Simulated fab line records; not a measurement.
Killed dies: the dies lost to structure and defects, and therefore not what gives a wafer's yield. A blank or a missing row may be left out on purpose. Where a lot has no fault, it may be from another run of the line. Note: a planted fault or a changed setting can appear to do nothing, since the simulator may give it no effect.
Matching of chambers | flow sky130 | SKY_VIA3_ETCH_14 on rieDiel-03 has 4 sister chambers
The step etches BARC in N2/H2, stops on SiO2, time 45.9 s, target depth 60 nm. 8 wafers are shown with their chamber, then 9 later ones without.

## WAFERS PAIRED WITH THEIR CHAMBERS
wafer  | chamber | drypumpMotorCurrentA (A) | oesProductAu (a.u.)
L081.5 | 2       | 5.9                      | 0.850
L083.3 | 2       | 5.9                      | 0.852
L085.3 | 0       | 5.9                      | 0.852
L085.4 | 1       | 5.0                      | 0.853
L085.6 | 3       | 5.4                      | 0.852
L088.1 | 0       | 6.0                      | 0.854
L088.3 | 3       | 5.5                      | 0.858
L088.4 | 1       | 4.9                      | 0.855

## WAFERS WITHOUT THEIR CHAMBER
wafer  | drypumpMotorCurrentA (A) | oesProductAu (a.u.)
L092.1 | 5.5                      | 0.858
L092.4 | 6.0                      | 0.852
L092.5 | 5.5                      | 0.861
L093.1 | 5.9                      | 0.853
L093.2 | 5.0                      | 0.853
L093.4 | 5.9                      | 0.854
L097.1 | 5.5                      | 0.860
L097.4 | 5.9                      | 0.849
L097.6 | 4.9                      | 0.856

## WHICH CHAMBER EACH WENT THROUGH
wafer  | from the rows above     | in truth
L092.1 | 3                       | 3
L092.4 | can't be placed: 0 or 2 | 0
L092.5 | 3                       | 3
L093.1 | can't be placed: 0 or 2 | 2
L093.2 | 1                       | 1
L093.4 | can't be placed: 0 or 2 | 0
L097.1 | 3                       | 3
L097.4 | can't be placed: 2 or 0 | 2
L097.6 | 1                       | 1
5 of 9 placed correctly. Not placeable from these rows: 4 (in 4, the candidates include the true chamber). Wrongly placed: 0.
How it was worked out, from the rows above alone: a wafer's distance from a chamber is the root of the sum, over the readings, of the square of ((its reading less the chamber's mean) divided by the reading's scatter). If the next closest chamber is less than 2 further off than the closest, the wafer can't be placed; otherwise it belongs to the closest. A chamber's mean is the mean of its shown wafers. The scatter is the square root of a quotient: the sum, over the shown wafers, of each reading's squared deviation from its chamber's mean, divided by wafers minus chambers.
